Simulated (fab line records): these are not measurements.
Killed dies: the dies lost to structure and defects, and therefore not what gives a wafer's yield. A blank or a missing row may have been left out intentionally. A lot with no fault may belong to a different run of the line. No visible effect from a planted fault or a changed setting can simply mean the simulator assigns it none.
fab line records -- flow sky130
record lots=6, wafers=18, lastDay=50
route steps=708 shown GATE_OXIDE@191 POLY_GATE@204 PAD_OPEN@708
lots untouched by any fault: they come from a run of this same line in which no faults occurred
startH: the number of hours between the record's first day and the start of the first shown wafer of the lot -- waitH: hours from the lot's prior step to this one -- " repeats the value in the row above -- L1.1+2: a row that stands for several wafers -- - no value present, or no start provided -- * or withheld: withheld -- < > ~ a bound
route shown NAME@n: NAME is a module with steps in the file, n the number in the route of the first one -- usual: the fault-free wafers' mean and standard deviation -- same: alike in all rows -- chamber/n: place in a boat -- sites: the reading at each site -- _std_site: standard deviation of those values -- _edge_site: the outer-site mean with the inner-site mean subtracted -- radiusMm: for every site, how far away it sits from the centre of the wafer -- mask NAME#n: copy n -- behind: the most recent tool/chamber to have shaped the wafer -- hold: reason for holding the lot/hours on hold/outcome of the hold -- device: the transistor (n, p or np) that didn't switch -- end of line: the same wafers' tests at the end of the route -- where a step has no rows: the recipe by itself -- killed: dies lost to structure and defects at the first sort, not the wafer's yield -- map: the dies of a wafer, with x for killed, . for not killed, _ for no die there
set.NAME: the setting that was run; set.NAME@STEP: the one run at that earlier step -- model.NAME: the simulator's own value behind a step, which no gauge read
a table for each step, a row for each wafer; lots at some steps of the route
services: when a tool's chamber went out of use (startH, in hours from the record's first day, below 0 if earlier), for how many hours, and the reason
## steps
# step SKY_GATE_OXIDE_HMDS_04
# recipe primeTimeS=60, primeTempC=120
# step SKY_GATE_OXIDE_COAT_05
# recipe resist=NOVOLAK, spinRpm=3000, resistThkNm=1140
# step SKY_GATE_OXIDE_SOFTBAKE_06
# recipe tempC=90, timeS=60, resist=NOVOLAK
# step SKY_GATE_OXIDE_EXPOSE_07
# recipe maskId=LVOM, na=0.6, sourceShape=conventional, sigmaOuter=0.6, polarization=unpolarized, targetCdNm=600, doseMj=170
# step SKY_GATE_OXIDE_PEB_08
# recipe tempC=withheld, timeS=*, resist=NOVOLAK
# step SKY_GATE_OXIDE_DEVELOP_09
# recipe resist=NOVOLAK, developer=TMAH, developTimeS=60, devTempC=23
# step SKY_GATE_OXIDE_OVL_MEAS_10
# usual GATE_OXIDE_OVL=0.1/1.3
lot.wafer,tool,chamber,startH,waitH,GATE_OXIDE_OVL[nm]
L984.1,overlay-02,-,353.54,0.1,0.2
L984.2,overlay-02,-,353.54,0.1,0.8
L984.3,overlay-02,-,353.54,0.1,0.2
L988.1,overlay-01,-,385.10,0.1,0.7
L988.2,overlay-01,-,385.10,0.1,0.6
L988.6,overlay-01,-,385.10,0.1,1.2
L990.2,overlay-01,-,400.80,0.1,1.0
L990.5,overlay-01,-,400.80,0.1,-1.1
L990.6,overlay-01,-,400.80,0.1,-0.6
L995.1,overlay-01,-,443.35,0.1,-0.8
L995.3,overlay-01,-,443.35,0.1,0.3
L995.6,overlay-01,-,443.35,0.1,-1.3
L100.2,overlay-02,-,508.21,0.1,0.4
L100.3,overlay-02,-,508.21,0.1,-0.6
L100.5,overlay-02,-,508.21,0.1,0.4
L101.1,overlay-01,-,514.25,0.1,1.1
L101.3,overlay-01,-,514.25,0.1,1.9
L101.5,overlay-01,-,514.25,0.1,1.6
# step SKY_GATE_OXIDE_IMPLANT_11
# recipe species=B, energyKev=10, doseCm2=2.6e+12, tiltDeg=withheld
# step SKY_GATE_OXIDE_WET_ETCH_12
# recipe chemistry=dHF, targetDepthNm=16.8, dry=n2Spin, target=SiO2, dilution=100:1, tempC=25, timeS=336
# step SKY_GATE_OXIDE_STRIP_13
# recipe chemistry=O2/N2, powerW=1400, pressureMtorr=1500, platenTempC=withheld, o2FlowSccm=3000, n2FlowSccm=300, overashFraction=0.5
# usual drypumpMotorCurrentA=5.7/0.33, o2FlowSccm=3000/9.1, oesProductAu=0.715/0.0044, stripTimeToEndpointS=14.17/0.046
# same overashFraction=0.5
lot.wafer,tool,chamber,startH,waitH,drypumpMotorCurrentA,o2FlowSccm,oesProductAu,rfHoursCounterH,stripTimeToEndpointS
L984.1,plasmaAsher-01,1,353.83,0.0,6.3,3007,0.720,23,14.19
L984.2,plasmaAsher-01,0,353.83,0.0,5.8,2984,0.719,23,14.17
L984.3,plasmaAsher-01,0,353.83,0.0,5.8,2991,0.719,-,14.16
L988.1,plasmaAsher-02,0,385.39,0.0,5.5,2987,0.709,67,14.14
L988.2,plasmaAsher-02,1,385.39,0.0,5.4,3003,0.710,67,14.14
L988.6,plasmaAsher-02,0,385.39,0.0,5.5,2981,0.716,-,14.13
L990.2,plasmaAsher-02,0,401.09,0.0,5.5,2990,0.716,68,14.16
L990.5,plasmaAsher-02,0,401.09,0.0,5.5,3000,0.711,-,14.16
L990.6,plasmaAsher-02,1,401.09,0.0,5.4,2999,0.720,-,14.18
L995.1,plasmaAsher-04,1,443.65,0.0,6.0,3017,0.717,63,14.18
L995.3,plasmaAsher-04,1,443.65,0.0,5.9,3005,0.715,-,14.15
L995.6,plasmaAsher-04,0,443.65,0.0,5.6,3018,0.715,-,14.18
L100.2,plasmaAsher-02,0,508.50,0.0,5.5,2996,0.715,8,14.08
L100.3,plasmaAsher-02,1,508.50,0.0,5.4,3003,0.710,-,14.11
L100.5,plasmaAsher-02,0,508.50,0.0,5.5,2995,0.718,-,14.09
L101.1,plasmaAsher-02,0,514.64,0.0,5.4,2997,0.709,8,14.16
L101.3,plasmaAsher-02,1,514.64,0.0,5.4,2984,0.720,-,14.14
L101.5,plasmaAsher-02,0,514.64,0.0,5.5,3000,0.714,-,14.14
# step SKY_GATE_OXIDE_TW_MEAS_14
# usual GATE_OXIDE_TW=224.5/2.4
lot.wafer,tool,chamber,startH,waitH,GATE_OXIDE_TW
L984.1,filmMetro-01,-,353.93,0.1,225.5
L984.2,filmMetro-01,-,353.93,0.1,224.9
L984.3,filmMetro-01,-,353.93,0.1,225.5
L988.1,filmMetro-03,-,385.49,0.1,224.7
L988.2,filmMetro-03,-,385.49,0.1,224.2
L988.6,filmMetro-03,-,385.49,0.1,223.8
L990.2,filmMetro-02,-,401.20,0.1,221.4
L990.5,filmMetro-02,-,401.20,0.1,221.3
L990.6,filmMetro-02,-,401.20,0.1,220.6
L995.1,filmMetro-01,-,443.75,0.1,226.6
L995.3,filmMetro-01,-,443.75,0.1,226.8
L995.6,filmMetro-01,-,443.75,0.1,226.7
L100.2,filmMetro-01,-,508.61,0.1,225.2
L100.3,filmMetro-01,-,508.61,0.1,225.9
L100.5,filmMetro-01,-,508.61,0.1,224.9
L101.1,filmMetro-03,-,514.74,0.1,224.7
L101.3,filmMetro-03,-,514.74,0.1,224.1
L101.5,filmMetro-03,-,514.74,0.1,224.4
# step SKY_GATE_OXIDE_CLEAN_15
# recipe chemistry=SC1/SC2, mix=1:4:20, tempC=70, timeS=150, dry=n2Spin
# step SKY_GATE_OXIDE_OXIDATION_16
# recipe tempC=800, ambient=O2, idleTempC=700, rampUpCPerMin=10, rampDownCPerMin=3, stabiliseS=600, purgeS=300, targetThkA=35.7, oxTimeS=1915
# usual tube_center_temp_C_max=802.1/0.31
lot.wafer,tool,chamber,startH,waitH,tube_center_temp_C_max,model.SiO2_of_GATE_OXIDE_OXIDATION_01.thkNm
L984.1,furnace-01,0,354.11,0.1,802.2,11.33
L984.2,furnace-01,0,354.11,0.1,801.8,11.41
L984.3,furnace-01,0,354.11,0.1,802.0,11.47
L988.1,furnace-01,0,386.63,1.0,802.5,12.09
L988.2,furnace-01,0,386.63,1.0,802.8,12.1
L988.6,furnace-01,0,386.63,1.0,801.9,12.24
L990.2,furnace-01,0,401.63,0.3,802.1,11.95
L990.5,furnace-01,0,401.63,0.3,802.3,11.88
L990.6,furnace-01,0,401.63,0.3,801.5,11.88
L995.1,furnace-02,0,443.86,0.0,802.3,11.73
L995.3,furnace-02,0,443.86,0.0,802.1,11.63
L995.6,furnace-02,0,443.86,0.0,802.3,11.78
L100.2,furnace-02,0,508.71,0.0,802.1,11.68
L100.3,furnace-02,0,508.71,0.0,801.8,11.59
L100.5,furnace-02,0,508.71,0.0,801.7,11.6
L101.1,furnace-02,0,514.85,0.0,802.4,11.85
L101.3,furnace-02,0,514.85,0.0,802.1,11.71
L101.5,furnace-02,0,514.85,0.0,802.0,11.79
# step SKY_POLY_GATE_CVD_00
# recipe material=poly-Si, targetThkNm=180, tempC=620, timeS=720, pressureMtorr=200
# step SKY_PAD_OPEN_PROBE_99
# usual killed_at_M0_to_M3=44/7.1, killed_at_M4_up=3.0/1.9, killedAtContacts=25/5.6, killedAtFrontEnd=14/4.1, killedAtOther=0.2/0.44, killedDies=86/9.1, killedOpen=47/7.4, killedShort=39/5.7
# same grossDies=492, killedAtBackSide=0
lot.wafer,tool,chamber,startH,waitH,killed_at_M0_to_M3,killed_at_M4_up,killedAtContacts,killedAtFrontEnd,killedAtOther,killedDies,killedOpen,killedShort,model.etest.pfet_01v8.rOnOhmUm,model.etest.nfet_01v8.rOnOhmUm,model.etest.nfet_01v8_lvt.driveUaUm,model.etest.nfet_01v8_swapped.driveUaUm,model.etest.nfet_01v8_turned.driveUaUm,model.etest.nfet_01v8.driveUaUm,model.etest.sramNfetPass.driveUaUm,model.etest.nfetG5v0d10v5.driveUaUm
L984.1,prober-02,-,1103.59,0.1,46,2,22,9,1,80,43,37,2920,832.1,568.2,501.2,501.5,500.7,500.2,622.6
L984.2,prober-02,-,1103.64,0.1,35,7,20,12,0,74,38,36,2860,813.3,580.5,510.7,508.6,507.4,502.4,619.9
L984.3,prober-02,-,1103.69,0.2,40,5,26,14,0,85,49,36,2784,786.7,602.9,523.9,523.6,528,515.1,617.9
L988.1,prober-01,-,1127.11,0.1,29,4,32,10,0,75,50,25,3001,887.5,520,454.3,458,452.2,451.8,593.2
L988.2,prober-01,-,1127.16,0.1,39,7,20,22,1,89,50,39,2980,883,515.5,451.8,454.5,450.4,446.2,593.6
L988.6,prober-01,-,1127.36,0.2,45,3,29,16,0,93,46,43,3034,902.8,516.6,449.8,448.3,444.4,424.3,580.3
L990.2,prober-01,-,1140.17,0.1,50,6,22,12,0,90,55,35,3149,932.1,495.5,428,430.6,424.8,416.8,591.3
L990.5,prober-01,-,1140.32,0.2,44,3,20,18,0,85,41,44,3025,910.6,499.5,437.3,438.1,432.8,403.2,602.8
L990.6,prober-01,-,1140.37,0.2,42,4,19,14,1,80,47,33,3089,907.8,511.8,446.8,442.3,438.8,423,591.8
L995.1,prober-01,-,1165.92,0.1,51,4,30,17,1,103,58,45,2965,828.9,580.1,508.2,508.9,511.7,482.8,601
L995.3,prober-01,-,1166.02,0.2,61,1,27,18,0,107,59,48,2910,825.5,580.4,513.2,511.4,509.2,489.6,605.4
L995.6,prober-01,-,1166.17,0.2,43,5,24,13,0,85,40,45,3034,846.7,573.5,503.3,502.8,497.9,490,593.1
L101.1,prober-02,-,1204.32,0.1,48,3,21,13,0,85,44,41,2932,835.7,567.3,503.3,505.1,503.2,496.3,600.5
L101.3,prober-02,-,1204.42,0.2,50,2,28,20,0,100,57,43,2944,837.1,571.4,499,503.3,501.3,491.1,608.2
L101.5,prober-02,-,1204.52,0.2,46,3,27,16,0,92,57,35,2908,820.8,584.5,515.8,514.6,511.1,512.5,601.7
L100.2,prober-01,-,1206.11,0.1,53,3,16,17,0,89,42,47,2860,837.3,573.5,506.9,502.1,502.7,496.6,607.4
L100.3,prober-01,-,1206.16,0.2,42,2,23,13,0,80,45,35,2895,858.7,566.4,498.2,497.4,496.3,473.2,611.2
L100.5,prober-01,-,1206.26,0.2,41,0,18,13,0,72,39,33,2850,835.4,573.9,502.4,502.3,503.2,485.8,611
# killed by level:class
L984.1 VIA1:geometricParticle:open=9 VIA2:geometricParticle:open=8 LI_CONTACT:geometricParticle:open=7 CONTACT:geometricParticle:open=5 METAL2:geometricParticle:short=5 LOCAL_INTERCONNECT:geometricParticle:short=4 METAL3:geometricParticle:short=4 METAL1:geometricParticle:short=4
L984.2 CONTACT:geometricParticle:open=9 VIA1:geometricParticle:open=8 METAL1:geometricParticle:short=7 METAL4:geometricParticle:short=6 VIA2:geometricParticle:open=5 VIA3:geometricParticle:open=5 POLY_GATE:geometricParticle:open=4 LI_CONTACT:geometricParticle:open=4
L984.3 VIA1:geometricParticle:open=13 LI_CONTACT:geometricParticle:open=9 CONTACT:geometricParticle:open=8 VIA3:geometricParticle:short=6 VIA3:geometricParticle:open=5 FIELD_ISO:geometricParticle:short=4 POLY_GATE:geometricParticle:open=4 LI_CONTACT:geometricParticle:short=4
L988.1 CONTACT:geometricParticle:open=14 VIA1:geometricParticle:open=10 LI_CONTACT:geometricParticle:open=9 LOCAL_INTERCONNECT:geometricParticle:short=4 VIA2:geometricParticle:open=4 FIELD_ISO:geometricParticle:short=3 FIELD_ISO:geometricParticle:open=3 CONTACT:geometricParticle:short=3
L988.2 VIA1:geometricParticle:open=10 CONTACT:geometricParticle:open=9 VIA3:geometricParticle:open=9 FIELD_ISO:geometricParticle:open=6 CONTACT:geometricParticle:short=6 FIELD_ISO:geometricParticle:short=5 METAL4:geometricParticle:short=5 POLY_GATE:geometricParticle:short=4
L988.6 CONTACT:geometricParticle:open=8 METAL1:geometricParticle:short=8 VIA3:geometricParticle:open=8 VIA1:geometricParticle:open=8 LOCAL_INTERCONNECT:geometricParticle:short=7 VIA2:geometricParticle:open=7 CONTACT:geometricParticle:short=6 POLY_GATE:geometricParticle:open=4
L990.2 VIA1:geometricParticle:open=12 CONTACT:geometricParticle:open=9 VIA2:geometricParticle:open=8 VIA3:geometricParticle:open=7 LI_CONTACT:geometricParticle:open=6 VIA1:geometricParticle:short=5 METAL2:geometricParticle:short=5 METAL4:geometricParticle:short=5
L990.5 METAL2:geometricParticle:short=12 VIA1:geometricParticle:open=8 FIELD_ISO:geometricParticle:open=7 VIA2:geometricParticle:open=7 POLY_GATE:geometricParticle:short=5 CONTACT:geometricParticle:open=5 LI_CONTACT:geometricParticle:open=4 CONTACT:geometricParticle:short=4
L990.6 VIA1:geometricParticle:open=11 CONTACT:geometricParticle:open=9 VIA2:geometricParticle:open=7 VIA1:geometricParticle:short=6 METAL1:geometricParticle:short=5 LOCAL_INTERCONNECT:geometricParticle:short=4 FIELD_ISO:geometricParticle:short=3 FIELD_ISO:geometricParticle:open=3
L995.1 CONTACT:geometricParticle:open=14 VIA1:geometricParticle:open=14 METAL2:geometricParticle:short=8 LI_CONTACT:geometricParticle:open=7 VIA3:geometricParticle:open=7 METAL1:geometricParticle:short=6 VIA1:geometricParticle:short=6 POLY_GATE:geometricParticle:open=5
L995.3 VIA2:geometricParticle:open=10 METAL2:geometricParticle:short=10 VIA1:geometricParticle:open=9 CONTACT:geometricParticle:open=8 VIA3:geometricParticle:open=8 LI_CONTACT:geometricParticle:open=7 METAL1:geometricParticle:short=6 FIELD_ISO:geometricParticle:open=5
L995.6 LI_CONTACT:geometricParticle:open=11 METAL3:geometricParticle:short=7 METAL2:geometricParticle:short=6 VIA3:geometricParticle:open=6 CONTACT:geometricParticle:open=4 LI_CONTACT:geometricParticle:short=4 METAL1:geometricParticle:short=4 METAL1:geometricParticle:open=4
L101.1 VIA1:geometricParticle:open=9 LI_CONTACT:geometricParticle:open=6 CONTACT:geometricParticle:open=6 METAL1:geometricParticle:short=6 LOCAL_INTERCONNECT:geometricParticle:short=5 VIA2:geometricParticle:short=5 VIA3:geometricParticle:open=5 POLY_GATE:geometricParticle:open=4
L101.3 VIA1:geometricParticle:open=11 CONTACT:geometricParticle:open=11 VIA2:geometricParticle:open=8 FIELD_ISO:geometricParticle:short=6 VIA3:geometricParticle:open=6 LI_CONTACT:geometricParticle:open=6 VIA3:geometricParticle:short=6 METAL2:geometricParticle:short=5
L101.5 LI_CONTACT:geometricParticle:open=12 CONTACT:geometricParticle:open=11 VIA1:geometricParticle:open=8 METAL1:geometricParticle:short=7 VIA3:geometricParticle:open=7 VIA2:geometricParticle:open=7 FIELD_ISO:geometricParticle:open=5 VIA2:geometricParticle:short=4
L100.2 METAL2:geometricParticle:short=12 METAL1:geometricParticle:short=11 VIA1:geometricParticle:open=9 VIA3:geometricParticle:open=8 POLY_GATE:geometricParticle:short=5 CONTACT:geometricParticle:short=5 VIA2:geometricParticle:open=5 FIELD_ISO:geometricParticle:open=4
L100.3 CONTACT:geometricParticle:open=10 VIA1:geometricParticle:open=8 CONTACT:geometricParticle:short=7 VIA1:geometricParticle:short=7 LI_CONTACT:geometricParticle:open=6 METAL2:geometricParticle:short=4 VIA2:geometricParticle:open=4 VIA3:geometricParticle:open=4
L100.5 CONTACT:geometricParticle:open=8 VIA1:geometricParticle:open=6 VIA3:geometricParticle:open=6 METAL1:geometricParticle:short=5 VIA1:geometricParticle:short=5 METAL2:geometricParticle:short=5 VIA2:geometricParticle:open=5 FIELD_ISO:geometricParticle:open=4
## services
tool,chamber,startH,hours,kind
plasmaAsher-02,-,343.67,8.5,repair
plasmaAsher-04,-,384.51,4.2,repair
plasmaAsher-02,-,421.25,9.0,pm
plasmaAsher-02,0,421.25,9.0,ventCycle
plasmaAsher-02,1,421.25,9.0,ventCycle
plasmaAsher-02,0,430.25,-,clean
plasmaAsher-02,1,430.25,-,clean
furnace-01,-,483.28,2.2,pm
plasmaAsher-01,-,497.05,1.3,repair
## key
firstSign none at tools or gauges
modelEffect step=SKY_GATE_OXIDE_OXIDATION_16, value=SiO2_of_GATE_OXIDE_OXIDATION_01.thkNm, without=11.7, struck=12.02
modelEffect step=SKY_PAD_OPEN_PROBE_99, value=etest.pfet_01v8.rOnOhmUm, without=2924, struck=3046
metAt SKY_GATE_OXIDE_OXIDATION_16
struckWafers L988.1,L988.2,L988.6,L990.2,L990.5,L990.6
testerLeftOut L988,L990
onsetBetween 354.11 386.63
fault kind=processParameterDrift, tool=furnace-01, chamber=-, onsetH=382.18, steps=SKY_GATE_OXIDE_OXIDATION_16, channel=oxTimeS, offset=*, shape=step, endH=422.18, actsIn=*, stated=*
# testerLeftOut: of these lots the tester's yield and bins aren't shown, on N5 and GAA mostly nor the transistor test; their killed dies are dies lost to structure and defects alone, not to doping, threshold or leakage, so they don't give the yield
